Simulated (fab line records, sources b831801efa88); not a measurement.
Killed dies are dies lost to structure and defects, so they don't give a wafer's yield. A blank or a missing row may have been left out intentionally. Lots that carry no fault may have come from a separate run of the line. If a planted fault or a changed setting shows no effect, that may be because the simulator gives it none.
Which tool was responsible? / flow gf180mcu / 42 wafers from 14 lots sampled at 4 of the route's 602 steps

## WHAT THE GAUGES SHOWED, per wafer
GF_NWELL_OVL_MEAS_07.
lot=L646; measured=day 3 07:13; on=overlay-02; NWELL_OVL (nm)=-3.3 -2.0 -2.3
lot=L647; measured=day 3 12:58; on=overlay-02; NWELL_OVL (nm)=-0.5 -2.2 -1.0
lot=L651; measured=day 4 09:58; on=overlay-02; NWELL_OVL (nm)=-1.4 -3.4 -0.8
lot=L652; measured=day 4 15:40; on=overlay-02; NWELL_OVL (nm)=-0.8 -3.5 -3.3
lot=L654; measured=day 5 02:22; on=overlay-01; NWELL_OVL (nm)=0.7 -2.1 0.1
lot=L656; measured=day 5 21:49; on=overlay-02; NWELL_OVL (nm)=0.1 1.6 -1.2
lot=L658; measured=day 6 03:04; on=overlay-01; NWELL_OVL (nm)=-0.4 -1.9 0.5
lot=L659; measured=day 6 08:18; on=overlay-01; NWELL_OVL (nm)=0.9 0.8 2.0
lot=L660; measured=day 6 12:51; on=overlay-02; NWELL_OVL (nm)=-3.1 -2.7 -3.8
lot=L661; measured=day 6 17:50; on=overlay-02; NWELL_OVL (nm)=-0.9 -1.8 -1.3
lot=L664; measured=day 7 09:39; on=overlay-02; NWELL_OVL (nm)=-2.9 -1.9 -2.3
lot=L665; measured=day 7 14:48; on=overlay-01; NWELL_OVL (nm)=-0.6 0.1 -0.6
lot=L667; measured=day 8 01:52; on=overlay-02; NWELL_OVL (nm)=-0.7 -0.9 -0.9
lot=L669; measured=day 8 14:19; on=overlay-01; NWELL_OVL (nm)=-1.4 -1.5 0.0

GF_NSD_CD_MEAS_07: the cd target is 400 nm.
lot=L646; measured=day 13 10:27; on=cdSem-02; cdNm (nm)=401.5 402.0 401.2
lot=L647; measured=day 13 13:31; on=cdSem-02; cdNm (nm)=401.9 399.4 403.3
lot=L651; measured=day 14 20:35; on=cdSem-01; cdNm (nm)=397.6 396.5 399.5
lot=L652; measured=day 15 08:37; on=cdSem-01; cdNm (nm)=398.9 399.4 398.1
lot=L654; measured=day 16 00:53; on=cdSem-01; cdNm (nm)=398.2 396.6 397.7
lot=L656; measured=day 17 05:22; on=cdSem-02; cdNm (nm)=398.6 399.6 399.2
lot=L658; measured=day 17 17:57; on=cdSem-02; cdNm (nm)=401.5 402.5 402.4
lot=L659; measured=day 18 01:33; on=cdSem-01; cdNm (nm)=398.3 400.8 397.3
lot=L660; measured=day 18 04:03; on=cdSem-02; cdNm (nm)=401.3 403.9 402.1
lot=L661; measured=day 18 16:58; on=cdSem-02; cdNm (nm)=402.1 403.1 403.2
lot=L664; measured=day 19 13:25; on=cdSem-01; cdNm (nm)=395.6 396.3 397.7
lot=L665; measured=day 19 20:58; on=cdSem-02; cdNm (nm)=401.5 401.2 401.1
lot=L667; measured=day 20 12:33; on=cdSem-02; cdNm (nm)=401.6 400.1 402.1
lot=L669; measured=day 21 07:41; on=cdSem-02; cdNm (nm)=400.3 401.3 399.9

## WHAT TOOL EACH LOT RAN ON (gives the tool, then ch and the chambers of the sampled wafers, and finally the start)
lot=L646; GF_MVSD_STRIP_10=plasmaAsher-03 ch 0,1, day 4 11:36; GF_POLY_GATE_STRIP_14=plasmaAsher-03 ch 0, day 9 05:38
lot=L647; GF_MVSD_STRIP_10=plasmaAsher-03 ch 0,1, day 4 16:47; GF_POLY_GATE_STRIP_14=plasmaAsher-04 ch 1, day 9 11:05
lot=L651; GF_MVSD_STRIP_10=plasmaAsher-01 ch 0,1, day 5 13:20; GF_POLY_GATE_STRIP_14=plasmaAsher-01 ch 0,1, day 10 13:39
lot=L652; GF_MVSD_STRIP_10=plasmaAsher-04 ch 0,1, day 5 20:22; GF_POLY_GATE_STRIP_14=plasmaAsher-01 ch 0,1, day 10 23:31
lot=L654; GF_MVSD_STRIP_10=plasmaAsher-03 ch 0,1, day 6 08:17; GF_POLY_GATE_STRIP_14=plasmaAsher-01 ch 0,1, day 11 12:38
lot=L656; GF_MVSD_STRIP_10=plasmaAsher-03 ch 0,1, day 7 04:29; GF_POLY_GATE_STRIP_14=plasmaAsher-01 ch 0, day 12 14:02
lot=L658; GF_MVSD_STRIP_10=plasmaAsher-04 ch 0,1, day 7 10:31; GF_POLY_GATE_STRIP_14=plasmaAsher-03 ch 0, day 13 02:20
lot=L659; GF_MVSD_STRIP_10=plasmaAsher-01 ch 0,1, day 7 15:47; GF_POLY_GATE_STRIP_14=plasmaAsher-03 ch 0,1, day 13 07:34
lot=L660; GF_MVSD_STRIP_10=plasmaAsher-04 ch 0,1, day 7 19:40; GF_POLY_GATE_STRIP_14=plasmaAsher-03 ch 0,1, day 13 09:28
lot=L661; GF_MVSD_STRIP_10=plasmaAsher-04 ch 0,1, day 8 02:36; GF_POLY_GATE_STRIP_14=plasmaAsher-04 ch 0,1, day 13 20:01
lot=L664; GF_MVSD_STRIP_10=plasmaAsher-04 ch 0,1, day 8 18:50; GF_POLY_GATE_STRIP_14=plasmaAsher-03 ch 0,1, day 14 13:32
lot=L665; GF_MVSD_STRIP_10=plasmaAsher-04 ch 0,1, day 9 00:52; GF_POLY_GATE_STRIP_14=plasmaAsher-03 ch 0,1, day 14 19:59
lot=L667; GF_MVSD_STRIP_10=plasmaAsher-04 ch 0,1, day 9 12:11; GF_POLY_GATE_STRIP_14=plasmaAsher-04 ch 0,1, day 15 10:50
lot=L669; GF_MVSD_STRIP_10=plasmaAsher-04 ch 1, day 10 01:40; GF_POLY_GATE_STRIP_14=plasmaAsher-03 ch 0,1, day 16 02:26
- GF_MVSD_STRIP_10: strips in O2/N2.
- GF_POLY_GATE_STRIP_14: strips in O2/N2.

## AS READ BY THE TOOLS THEMSELVES (means over the sampled wafers that have a number; for cases with no such wafer, the mark the record gives instead)
GF_MVSD_STRIP_10.
lot=L646; tool=plasmaAsher-03; drypumpMotorCurrentA (A)=5.0; heaterPowerW (W)=346; o2FlowSccm (sccm)=2995; oesProductAu (a.u.)=0.719; stripTimeToEndpointS (s)=36.97
lot=L647; tool=plasmaAsher-03; drypumpMotorCurrentA (A)=5.3; heaterPowerW (W)=344; o2FlowSccm (sccm)=2999; oesProductAu (a.u.)=0.724; stripTimeToEndpointS (s)=36.87
lot=L651; tool=plasmaAsher-01; drypumpMotorCurrentA (A)=5.2; heaterPowerW (W)=343; o2FlowSccm (sccm)=3001; oesProductAu (a.u.)=0.723; stripTimeToEndpointS (s)=36.96
lot=L652; tool=plasmaAsher-04; drypumpMotorCurrentA (A)=5.8; heaterPowerW (W)=301; o2FlowSccm (sccm)=2992; oesProductAu (a.u.)=0.723; stripTimeToEndpointS (s)=37.14
lot=L654; tool=plasmaAsher-03; drypumpMotorCurrentA (A)=5.3; heaterPowerW (W)=342; o2FlowSccm (sccm)=3003; oesProductAu (a.u.)=0.719; stripTimeToEndpointS (s)=37.47
lot=L656; tool=plasmaAsher-03; drypumpMotorCurrentA (A)=5.0; heaterPowerW (W)=333; o2FlowSccm (sccm)=3001; oesProductAu (a.u.)=0.713; stripTimeToEndpointS (s)=37.76
lot=L658; tool=plasmaAsher-04; drypumpMotorCurrentA (A)=6.1; heaterPowerW (W)=301; o2FlowSccm (sccm)=2998; oesProductAu (a.u.)=0.724; stripTimeToEndpointS (s)=36.79
lot=L659; tool=plasmaAsher-01; drypumpMotorCurrentA (A)=5.3; heaterPowerW (W)=324; o2FlowSccm (sccm)=3003; oesProductAu (a.u.)=0.719; stripTimeToEndpointS (s)=36.93
lot=L660; tool=plasmaAsher-04; drypumpMotorCurrentA (A)=6.1; heaterPowerW (W)=306; o2FlowSccm (sccm)=2999; oesProductAu (a.u.)=0.724; stripTimeToEndpointS (s)=36.76
lot=L661; tool=plasmaAsher-04; drypumpMotorCurrentA (A)=5.8; heaterPowerW (W)=304; o2FlowSccm (sccm)=2997; oesProductAu (a.u.)=0.715; stripTimeToEndpointS (s)=36.88
lot=L664; tool=plasmaAsher-04; drypumpMotorCurrentA (A)=5.8; heaterPowerW (W)=302; o2FlowSccm (sccm)=3010; oesProductAu (a.u.)=0.724; stripTimeToEndpointS (s)=37.07
lot=L665; tool=plasmaAsher-04; drypumpMotorCurrentA (A)=6.1; heaterPowerW (W)=303; o2FlowSccm (sccm)=3002; oesProductAu (a.u.)=0.720; stripTimeToEndpointS (s)=36.93
lot=L667; tool=plasmaAsher-04; drypumpMotorCurrentA (A)=6.1; heaterPowerW (W)=305; o2FlowSccm (sccm)=3001; oesProductAu (a.u.)=0.722; stripTimeToEndpointS (s)=36.91
lot=L669; tool=plasmaAsher-04; drypumpMotorCurrentA (A)=6.3; heaterPowerW (W)=308; o2FlowSccm (sccm)=3005; oesProductAu (a.u.)=0.720; stripTimeToEndpointS (s)=36.93

GF_POLY_GATE_STRIP_14.
lot=L646; tool=plasmaAsher-03; drypumpMotorCurrentA (A)=5.7; heaterPowerW (W)=343; o2FlowSccm (sccm)=3002; oesProductAu (a.u.)=0.504
lot=L647; tool=plasmaAsher-04; drypumpMotorCurrentA (A)=6.3; heaterPowerW (W)=303; o2FlowSccm (sccm)=2988; oesProductAu (a.u.)=0.506
lot=L651; tool=plasmaAsher-01; drypumpMotorCurrentA (A)=5.3; heaterPowerW (W)=324; o2FlowSccm (sccm)=3002; oesProductAu (a.u.)=0.507
lot=L652; tool=plasmaAsher-01; drypumpMotorCurrentA (A)=5.2; heaterPowerW (W)=348; o2FlowSccm (sccm)=3006; oesProductAu (a.u.)=0.506
lot=L654; tool=plasmaAsher-01; drypumpMotorCurrentA (A)=5.2; heaterPowerW (W)=348; o2FlowSccm (sccm)=3003; oesProductAu (a.u.)=0.505
lot=L656; tool=plasmaAsher-01; drypumpMotorCurrentA (A)=5.2; heaterPowerW (W)=369; o2FlowSccm (sccm)=2997; oesProductAu (a.u.)=0.510
lot=L658; tool=plasmaAsher-03; drypumpMotorCurrentA (A)=5.7; heaterPowerW (W)=342; o2FlowSccm (sccm)=2992; oesProductAu (a.u.)=0.507
lot=L659; tool=plasmaAsher-03; drypumpMotorCurrentA (A)=5.0; heaterPowerW (W)=340; o2FlowSccm (sccm)=3000; oesProductAu (a.u.)=0.504
lot=L660; tool=plasmaAsher-03; drypumpMotorCurrentA (A)=5.3; heaterPowerW (W)=343; o2FlowSccm (sccm)=3003; oesProductAu (a.u.)=0.504
lot=L661; tool=plasmaAsher-04; drypumpMotorCurrentA (A)=5.8; heaterPowerW (W)=302; o2FlowSccm (sccm)=3012; oesProductAu (a.u.)=0.504
lot=L664; tool=plasmaAsher-03; drypumpMotorCurrentA (A)=5.3; heaterPowerW (W)=342; o2FlowSccm (sccm)=3000; oesProductAu (a.u.)=0.502
lot=L665; tool=plasmaAsher-03; drypumpMotorCurrentA (A)=5.0; heaterPowerW (W)=341; o2FlowSccm (sccm)=2996; oesProductAu (a.u.)=0.506
lot=L667; tool=plasmaAsher-04; drypumpMotorCurrentA (A)=5.8; heaterPowerW (W)=305; o2FlowSccm (sccm)=2998; oesProductAu (a.u.)=0.502
lot=L669; tool=plasmaAsher-03; drypumpMotorCurrentA (A)=5.3; heaterPowerW (W)=343; o2FlowSccm (sccm)=2990; oesProductAu (a.u.)=0.506

## THE ANSWER, worked out from the rows above alone
Rule: the usual values come from the lots themselves. The widest of any qualifying gaps counts: lots, ordered by their means at a reading, are off when they make up no more than a third of the lots, leave a main group of 4 or more, and stand apart from it by 3 or more times the standard deviation of that group's means. A main group is skipped when, at the precision printed for the reading in the tables above, its means are all equal. Also off: a lot with no number at a reading for which 4 or more lots have one. Any other lot the step has rows for is counted as sound. The gauges are gone through in route order, then the tools' own readings, and for those a lot's mean is taken as printed above. At the first step where some lot is off, the reading lying furthest off is the one used; lots without a number count as furthest.
Off: L654, L656, at GF_MVSD_STRIP_10 (stripTimeToEndpointS). Main group: mean 36.93 s, sd 0.1.
If a tool, at that step or one of the process steps before it, ran each lot that is off and ran no sound lot following the first of them, it fits. One fits: plasmaAsher-03 at GF_MVSD_STRIP_10. A fault onset in the window from L647 (day 4 16:47, its last sound lot) to L654 (day 6 08:17, its first lot off) fits.
The tool's own readings at GF_MVSD_STRIP_10 bear it out: on the lots that are off they differ by more than 5 times the standard deviation of the sound lots' means. stripTimeToEndpointS reads 37.61 s there against 36.93 s on the sound lots.

## WHAT HAD BEEN PUT IN BY THE SIMULATOR
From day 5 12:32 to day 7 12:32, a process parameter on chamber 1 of plasmaAsher-03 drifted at GF_MVSD_STRIP_10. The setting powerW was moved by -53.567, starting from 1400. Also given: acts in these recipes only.
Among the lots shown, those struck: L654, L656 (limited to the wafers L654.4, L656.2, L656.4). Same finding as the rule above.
